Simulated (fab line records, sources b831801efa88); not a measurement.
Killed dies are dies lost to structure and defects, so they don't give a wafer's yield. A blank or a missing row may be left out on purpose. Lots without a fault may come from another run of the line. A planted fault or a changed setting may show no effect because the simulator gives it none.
Problem report in the 8D (eight disciplines) form, filled by code | flow sfq_line | the parts of the form that need people (team, actions taken, sign-off) are left out

1. THE PROBLEM
exposure_dose_mJ_cm2 at SFQ_TRILAYER_M2_LITHO_EXPOSE_058 reads a mean of 13.045 on 12 wafers of 4 lots; wafers without a fault read 14.397 with a standard deviation of 0.014. That is -97 standard deviations from the usual mean.
The step: exposes mask M2, target cd 500 nm.
First seen on wafer L968.1, day 31 04:18, on krf_scanner-02. The record holds 45 wafers of 15 lots with a number at this step. Rule for "out", or "out of limits": more than 4 standard deviations from the usual mean. The other wafers with a number count as sound.

2. WHAT IT IS AND WHAT IT IS NOT
question                    | is                     | is not
which readings at this step | exposure_dose_mJ_cm2   | -
which lots                  | L968, L969, L970, L971 | L961, L962, L963, L964, L965, L966, L967, L981, L982, L983, L984
which wafers of those lots  | all that have a number | -
read on which tools         | krf_scanner-02         | krf_scanner-01
when                        | from day 31 04:18      | up to then (21 sound wafers); but 12 sound wafers of L981, L982, L983, L984 came after

3. SUSPECTS, AND WHAT RULES EACH OUT
Counting: a tool at a process step up to the reading stays a suspect if it ran every lot that is out and no sound lot after the first of them.
- krf_scanner-02 at SFQ_TRILAYER_M2_LITHO_EXPOSE_058 (exposes mask M2, target cd 500 nm): kept. It ran every lot that is out, first L968 (day 31 04:18), and no sound lot after that; its last sound lot up to then is L967 (day 31 01:54). Its own readings are out on those wafers: exposure_dose_mJ_cm2.
Left after counting: krf_scanner-02 at SFQ_TRILAYER_M2_LITHO_EXPOSE_058.

4. THE CAUSE (what the simulator had put in)
Process parameter drift: krf_scanner-02, from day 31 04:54 on, at SFQ_TRILAYER_M2_LITHO_EXPOSE_058. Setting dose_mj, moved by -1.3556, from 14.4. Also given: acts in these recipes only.
Counting left only this tool.

5. THE CHAIN OF EFFECTS, in route order
Each row: a reading whose mean over the struck wafers that have a number lies more than 3 standard deviations from the usual. Only readings for which the record gives a usual standard deviation are gone through. hours: the time from each lot's start at the first step in this table that gives one to its start at this step, as a median over the lots. sigmas: the change in usual standard deviations.
hours | step                             | reading              | usual  | on struck wafers | change | sigmas
0     | SFQ_TRILAYER_M2_LITHO_EXPOSE_058 | exposure_dose_mJ_cm2 | 14.397 | 13.045           | -1.352 | -97
The process steps in it:
- SFQ_TRILAYER_M2_LITHO_EXPOSE_058: exposes mask M2, target cd 500 nm.
Later measuring or inspecting steps at which every struck wafer that the step has a row for has a number for every such reading, and none has moved that far: SFQ_I3_BOW_MEAS_922.

6. WHAT WOULD HAVE CAUGHT IT SOONER
In this record the first reading out of limits was taken at day 31 04:18.
